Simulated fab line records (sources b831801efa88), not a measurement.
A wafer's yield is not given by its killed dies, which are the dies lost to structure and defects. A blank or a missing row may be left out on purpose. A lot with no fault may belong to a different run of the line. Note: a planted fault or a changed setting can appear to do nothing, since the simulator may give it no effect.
The same fault as seen by 2 desks | flow sky130 | numbers are kept per desk, each desk with only its own; the story behind them comes last

## AT THE TOOL OWNER'S DESK: pvd_sputter-03
The tool's own readings at SKY_METAL1_SPUTTER_02 (material AlCu, target thk 250 nm, time 13.3 s): means of the sampled wafers that have a number, for each lot that ran on this tool. If a lot's mean is further than 4 standard deviations from the usual mean, the lot is out of limits and carries the mark OUT (the distance appears in the brackets).
Columns: A = chamber_pressure_pa at SKY_METAL1_SPUTTER_02, usual 0.4000 Pa; B = throttle_valve_pct at SKY_METAL1_SPUTTER_02, usual 29.8 %
lot  | first seen here | A      | B
L346 | day 33 00:43    | 0.3999 | 29.3
L347 | day 34 03:41    | 0.4005 | 29.8
L356 | day 36 03:36    | 0.4000 | 29.4
L360 | day 37 09:59    | 0.4005 | 29.5
L363 | day 38 06:40    | 0.3999 | 29.6
Finding of this desk: none of the 5 lots has anything out of limits.

## AT THE METROLOGY DESK
What the gauges read, lot by lot, whatever tool the lot ran on: means of the sampled wafers that have a number. If a lot's mean is further than 4 standard deviations from the usual mean, the lot is out of limits and carries the mark OUT (the distance appears in the brackets).
Columns: A = VIA2_W_RS at SKY_VIA2_RS_MEAS_22, usual 0.2759 ohm/sq
lot  | first seen here | A
L343 | day 36 08:22    | 0.2771
L345 | day 37 11:17    | 0.2721
L346 | day 37 16:26    | 0.2770
L347 | day 38 18:04    | 0.2785
L349 | day 38 21:01    | 0.2759
L348 | day 38 22:39    | 0.2772
L351 | day 39 06:31    | 0.2759
L353 | day 39 14:44    | 0.2751
L354 | day 40 01:57    | 0.2746
L356 | day 40 14:39    | 0.2811
L360 | day 41 19:40    | 0.2771
L363 | day 42 14:58    | 0.2754
Finding of this desk: none of the 12 lots has anything out of limits.

## BROUGHT TOGETHER
Nothing out of limits was seen by the tool owner's desk.
At the metrology desk, nothing out of limits was observed.

## WHAT HAD BEEN PUT IN BY THE SIMULATOR
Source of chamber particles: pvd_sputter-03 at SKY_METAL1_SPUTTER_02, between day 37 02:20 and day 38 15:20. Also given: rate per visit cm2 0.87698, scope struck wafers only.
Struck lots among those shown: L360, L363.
